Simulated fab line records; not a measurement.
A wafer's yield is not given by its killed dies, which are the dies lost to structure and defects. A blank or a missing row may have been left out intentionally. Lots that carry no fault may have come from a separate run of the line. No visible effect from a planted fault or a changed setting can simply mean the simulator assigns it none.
What tool caused it? -- flow sky130 -- Sampling: 6 lots, 18 wafers, 2 of 708 route steps

== WHAT EACH GAUGE READ, for each wafer ==
SKY_VIA4_RS_MEAS_19: uses a four-point probe to measure.
lot,measured,on,VIA4_W_RS (ohm/sq)
L657,day 42 23:24,filmMetro-01,0.2245 0.2229 0.2256
L660,day 44 10:21,filmMetro-01,0.2259 0.2250 0.2261
L662,day 44 19:32,filmMetro-01,0.2264 0.2288 0.2270
L665,day 45 07:00,filmMetro-01,0.2227 0.2243 0.2258
L673,day 47 11:54,filmMetro-01,0.2212 0.2227 0.2232
L678,day 48 19:59,filmMetro-03,0.2283 0.2238 0.2271

== EACH LOT AND THE TOOL THAT RAN IT (in order: tool; ch and the chambers of the sampled wafers; start) ==
lot,SKY_FIELD_ISO_CLEAN_19
L657,"wetBench-02 ch 2, day 2 13:53"
L660,"wetBench-04 ch 2, day 3 01:49"
L662,"wetBench-04 ch 3, day 3 11:22"
L665,"wetBench-04 ch 0, day 4 05:04"
L673,"wetBench-03 ch 2, day 5 21:49"
L678,"wetBench-03 ch 2, day 7 01:02"
- SKY_FIELD_ISO_CLEAN_19: cleans in SC1/SC2, time 150 s.

== THE ANSWER, worked out from the rows above alone ==
Rule: usual is defined by the lots themselves. Put in order of their means at a reading, lots are off if they are a third of the lots or fewer, leave a main group of 4 or more, and stand apart from it by a gap of 3 or more times the standard deviation of the main group's means; of several such gaps the widest counts. The tables above print the reading to a certain number of digits; a main group whose means all agree to those digits is not used. Also off: a lot with no number at a reading for which 4 or more lots have one. Any other lot the step has rows for is counted as sound.
No lot is off on any of the readings shown, so nothing can be concluded from this.

== WHAT WAS PUT IN BY THE SIMULATOR ==
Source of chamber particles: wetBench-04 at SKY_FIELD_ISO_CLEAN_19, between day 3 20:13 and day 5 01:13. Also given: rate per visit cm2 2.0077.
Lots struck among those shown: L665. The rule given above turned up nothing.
